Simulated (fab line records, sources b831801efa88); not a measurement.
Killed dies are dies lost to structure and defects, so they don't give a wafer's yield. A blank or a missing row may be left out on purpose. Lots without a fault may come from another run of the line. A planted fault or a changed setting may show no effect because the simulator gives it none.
fab line records | flow sky130 | part 2 of 2: steps 25 to 35 of 35
record lots=5 wafers=15 last_day=50
route steps=708 shown VT_ADJUST_LVTN@111 VT_ADJUST_NCORE@119 VT_ADJUST_HVTR@131 VT_ADJUST_PCH@143
lots that met no fault: from a run of the same line without faults
start_h: hours from the record's first day to the start of the lot's first wafer shown | wait_h: hours since the lot's step before | " the same as in the row above | L1.1+2: a row that stands for several wafers | - no value, or no start given | * or withheld: withheld | < > ~ a bound
route shown NAME@n: a module of which the file shows steps, and the number in the route of the first | usual: mean/standard deviation of fault-free wafers | same: alike in all rows | chamber/n: place in a boat | sites: the reading at each site | _std_site: their standard deviation | _edge_site: outer sites' mean less inner sites' | radius_mm: how far each site lies from the wafer's centre | mask NAME#n: copy n | behind: the tool/chamber that last shaped the wafer | hold: why the lot was held/for how many hours/how that ended | device: the transistor (n, p or np) that didn't switch | end of line: the same wafers' tests at the end of the route | a step without rows: its recipe alone | killed: dies lost to structure and defects at the first sort, not the wafer's yield | map: a wafer's dies, x killed, . not, _ none there
set.NAME: the setting as run; set.NAME@STEP: as run at that earlier step | model.NAME: the simulator's own value behind a step, which no gauge read
lots at some steps of the route; a table a step, a row a wafer
services: from which hour (start_h, from the record's first day; less than 0 if before it) a tool's chamber was out of use, for how many hours, and why
## steps
# step SKY_VT_ADJUST_HVTR_EXPOSE_04
# recipe mask_id=HVTRM target_cd_nm=380 na=0.6 source_shape=conventional sigma_outer=0.6 dose_mj=153.3
# usual exposure_dose_mJ_cm2=150.01/0.15 reticle_temp_C=23.02/0.1
# columns lot.wafer tool chamber start_h wait_h mask exposure_dose_mJ_cm2 reticle_temp_C
L076.1 iline_stepper-01 0 - - HVTRM#0 150.12 23.23
L076.4 " 0 " " HVTRM#0 150.17 23.00
L076.5 " 0 " " HVTRM#0 149.97 22.99
L082.1 iline_stepper-01 0 - - HVTRM#0 150.10 22.94
L082.5 " 0 " " HVTRM#0 149.73 22.89
L082.6 " 0 " " HVTRM#0 150.06 22.98
L086.1 iline_stepper-01 0 - - HVTRM#0 149.93 22.95
L086.3 " 0 " " HVTRM#0 149.92 22.96
L086.6 " 0 " " HVTRM#0 149.85 23.07
L088.2 iline_stepper-01 0 - - HVTRM#0 150.02 23.12
L088.4 " 0 " " HVTRM#0 150.02 23.16
L088.5 " 0 " " HVTRM#0 150.18 23.02
L096.4 iline_stepper-02 0 - - HVTRM#0 149.98 23.19
L096.5 " 0 " " HVTRM#0 150.21 23.09
L096.6 " 0 " " HVTRM#0 149.85 22.96
# step SKY_VT_ADJUST_HVTR_PEB_05
# recipe temp_c=withheld time_s=* resist=NOVOLAK
# columns lot.wafer tool chamber start_h wait_h
L076.1+4+5 litho_track-04 0 - -
L082.1+5+6 litho_track-02 0 - -
L086.1+3+6 litho_track-04 0 - -
L088.2+4+5 litho_track-04 0 - -
L096.4+5+6 litho_track-02 0 - -
# step SKY_VT_ADJUST_HVTR_DEVELOP_06
# recipe develop_time_s=60 dev_temp_c=23
# columns lot.wafer tool chamber start_h wait_h
L076.1+4+5 litho_track-04 0 209.99 0.1
L082.1+5+6 litho_track-02 0 273.66 0.1
L086.1+3+6 litho_track-04 0 296.54 0.1
L088.2+4+5 litho_track-04 0 310.86 0.1
L096.4+5+6 litho_track-02 0 367.98 0.1
# step SKY_VT_ADJUST_HVTR_CD_MEAS_07
# recipe target_cd_nm=380
# usual cd_nm=380.0/2.4
# columns lot.wafer tool chamber start_h wait_h cd_nm
L076.1 cd_sem-02 - 210.14 0.1 377.3
L076.4 " - " " 376.4
L076.5 " - " " 376.6
L082.1 cd_sem-01 - 273.81 0.1 379.8
L082.5 " - " " 374.5
L082.6 " - " " 379.2
L086.1 cd_sem-01 - 296.69 0.1 379.8
L086.3 " - " " 380.8
L086.6 " - " " 377.3
L088.2 cd_sem-01 - 311.02 0.1 383.0
L088.4 " - " " 382.9
L088.5 " - " " 384.7
L096.4 cd_sem-02 - 368.12 0.1 383.7
L096.5 " - " " 386.2
L096.6 " - " " 385.8
# step SKY_VT_ADJUST_HVTR_OVL_MEAS_08
# usual VT_ADJUST_HVTR_OVL=0.9/1.5
# columns lot.wafer tool chamber start_h wait_h VT_ADJUST_HVTR_OVL[nm]
L076.1 overlay-01 - 210.26 0.1 -1.7
L076.4 " - " " -2.0
L076.5 " - " " -1.6
L082.1 overlay-01 - 273.93 0.1 0.9
L082.5 " - " " 2.9
L082.6 " - " " 1.2
L086.1 overlay-02 - 296.81 0.1 2.6
L086.3 " - " " 2.1
L086.6 " - " " 3.3
L088.2 overlay-01 - 311.12 0.1 0.5
L088.4 " - " " 2.6
L088.5 " - " " 1.5
L096.4 overlay-01 - 368.20 0.1 -0.4
L096.5 " - " " 0.6
L096.6 " - " " 1.0
# step SKY_VT_ADJUST_HVTR_IMPLANT_09
# recipe species=B energy_kev=10 dose_cm2=2.1e+12 tilt_deg=withheld
# usual dose_ions_cm2=2.0996e+12/2.6e+09 end_station_pressure_torr=4.99e-06/2.8e-07
# columns lot.wafer tool chamber start_h wait_h dose_ions_cm2 end_station_pressure_torr
L076.1 implanter-01 0 210.29 0.0 2.097e+12 4.97e-06
L076.4 " 0 " " 2.097e+12 4.89e-06
L076.5 " 0 " " 2.0974e+12 5.26e-06
L082.1 implanter-03 0 273.97 0.0 2.0995e+12 4.82e-06
L082.5 " 0 " " 2.1006e+12 5.19e-06
L082.6 " 0 " " 2.1006e+12 4.93e-06
L086.1 implanter-01 0 296.84 0.0 2.1025e+12 5.58e-06
L086.3 " 0 " " 2.0995e+12 5.12e-06
L086.6 " 0 " " 2.0994e+12 5.27e-06
L088.2 implanter-01 0 311.18 0.0 2.0984e+12 4.81e-06
L088.4 " 0 " " 2.1025e+12 5.17e-06
L088.5 " 0 " " 2.101e+12 5.39e-06
L096.4 implanter-01 0 368.29 0.1 2.0966e+12 5.04e-06
L096.5 " 0 " " 2.1007e+12 4.55e-06
L096.6 " 0 " " 2.0975e+12 4.36e-06
# step SKY_VT_ADJUST_HVTR_STRIP_10
# recipe chemistry=O2/N2 power_w=1400 pressure_mtorr=1500 platen_temp_c=withheld o2_flow_sccm=3000 n2_flow_sccm=300 overash_fraction=0.5
# usual drypump_motor_current_A=5.2/0.52 oes_product_au=0.716/0.0047 strip_time_to_endpoint_s=14.18/0.047
# columns lot.wafer tool chamber start_h wait_h drypump_motor_current_A oes_product_au rf_hours_counter_h strip_time_to_endpoint_s
L076.1 plasma_asher-04 1 210.44 0.1 4.6 0.710 40 14.17
L076.4 " 1 " " 4.7 0.717 - 14.16
L076.5 " 0 " " 5.0 0.716 - 14.19
L082.1 plasma_asher-04 0 274.12 0.1 5.0 0.717 46 14.17
L082.5 " 0 " " 5.0 0.711 - 14.16
L082.6 " 1 " " 4.7 0.718 - 14.13
L086.1 plasma_asher-01 1 296.99 0.1 6.0 0.712 14 14.24
L086.3 " 1 " " 6.0 0.720 - 14.20
L086.6 " 1 " " 6.0 0.720 - 14.23
L088.2 plasma_asher-04 0 311.30 0.1 5.0 0.723 50 14.18
L088.4 " 1 " " 4.7 0.710 - 14.23
L088.5 " 1 " " 4.7 0.715 - 14.19
L096.4 plasma_asher-01 0 368.40 0.1 5.3 0.713 - 14.26
L096.5 " 1 " " 6.0 0.706 - 14.24
L096.6 " 0 " " 5.3 0.708 - 14.20
# step SKY_VT_ADJUST_HVTR_TW_MEAS_11
# usual VT_ADJUST_HVTR_TW=211.0/2
# columns lot.wafer tool chamber start_h wait_h VT_ADJUST_HVTR_TW
L076.1 film_metro-04 - 210.54 0.1 213.0
L076.4 " - " " 211.6
L076.5 " - " " 212.3
L082.1 film_metro-03 - 274.22 0.1 207.1
L082.5 " - " " 209.4
L082.6 " - " " 209.0
L086.1 film_metro-01 - 297.09 0.1 214.4
L086.3 " - " " 213.2
L086.6 " - " " 211.6
L088.2 film_metro-01 - 311.41 0.1 210.7
L088.4 " - " " 211.8
L088.5 " - " " 213.3
L096.4 film_metro-04 - 368.50 0.1 213.1
L096.5 " - " " 212.5
L096.6 " - " " 211.6
# step SKY_VT_ADJUST_PCH_DEHYDRATE_00
# recipe temp_c=200 time_s=60
# usual heater_power_total_W=160.37/0.12
# columns lot.wafer tool chamber start_h wait_h heater_power_total_W
L076.1 litho_track-04 0 221.04 10.5 160.44
L076.4 " 0 " " 160.25
L076.5 " 0 " " 160.26
L082.1 litho_track-02 0 285.76 11.5 160.33
L082.5 " 0 " " 160.50
L082.6 " 0 " " 160.39
L086.1 litho_track-02 0 309.16 12.1 160.56
L086.3 " 0 " " 160.26
L086.6 " 0 " " 160.17
L088.2 litho_track-01 0 323.97 12.5 160.46
L088.4 " 0 " " 160.21
L088.5 " 0 " " 160.60
L096.4 litho_track-02 0 381.08 12.6 160.42
L096.5 " 0 " " 160.23
L096.6 " 0 " " 160.38
# step SKY_VT_ADJUST_PCH_HMDS_01
# recipe prime_time_s=60 prime_temp_c=120
# usual prime_temp_c=120.02/0.14
# columns lot.wafer tool chamber start_h wait_h prime_temp_c
L076.1 litho_track-04 0 221.19 0.1 119.98
L076.4 " 0 " " 119.92
L076.5 " 0 " " 119.90
L082.1 litho_track-02 0 285.91 0.1 119.91
L082.5 " 0 " " 119.80
L082.6 " 0 " " 119.98
L086.1 litho_track-02 0 309.31 0.1 119.74
L086.3 " 0 " " 119.76
L086.6 " 0 " " 119.93
L088.2 litho_track-01 0 324.12 0.1 119.93
L088.4 " 0 " " 119.95
L088.5 " 0 " " 119.90
L096.4 litho_track-02 0 381.23 0.1 119.80
L096.5 " 0 " " 120.11
L096.6 " 0 " " 120.05
# step SKY_VT_ADJUST_PCH_COAT_02
# recipe spin_rpm=2000 resist_thk_nm=3000
# columns lot.wafer tool chamber start_h wait_h
L076.1+4+5 litho_track-04 0 221.34 0.1
L082.1+5+6 litho_track-02 0 286.06 0.1
L086.1+3+6 litho_track-02 0 309.46 0.1
L088.2+4+5 litho_track-01 0 324.27 0.1
L096.4+5+6 litho_track-02 0 381.38 0.1
## services
# columns tool chamber start_h hours kind
plasma_asher-04 - 136.16 1.2 repair
implanter-03 - 139.28 4.6 repair
plasma_asher-01 - 182.41 14.6 pm
plasma_asher-01 - 197.01 28.1 pm
iline_stepper-02 - 230.40 3.7 repair
implanter-04 - 236.05 3.2 pm
iline_stepper-02 - 240.65 2.8 repair
implanter-02 - 244.03 1.0 repair
plasma_asher-02 - 270.71 3.7 repair
plasma_asher-03 - 275.72 4.3 pm
iline_stepper-01 - 284.67 1.7 pm
iline_stepper-01 - 291.51 4.4 pm
plasma_asher-04 - 291.89 3.2 repair
implanter-04 - 317.00 5.4 pm
iline_stepper-01 - 324.01 20.5 repair
implanter-03 - 330.56 2.7 repair
implanter-01 - 338.36 6.1 pm
plasma_asher-01 - 338.97 0.3 repair
plasma_asher-02 - 340.27 14.6 pm
implanter-03 - 340.33 5.3 repair
implanter-02 - 342.69 0.6 repair
plasma_asher-03 - 343.76 2.8 pm
iline_stepper-02 - 344.53 1.7 pm
iline_stepper-02 - 348.06 0.7 repair
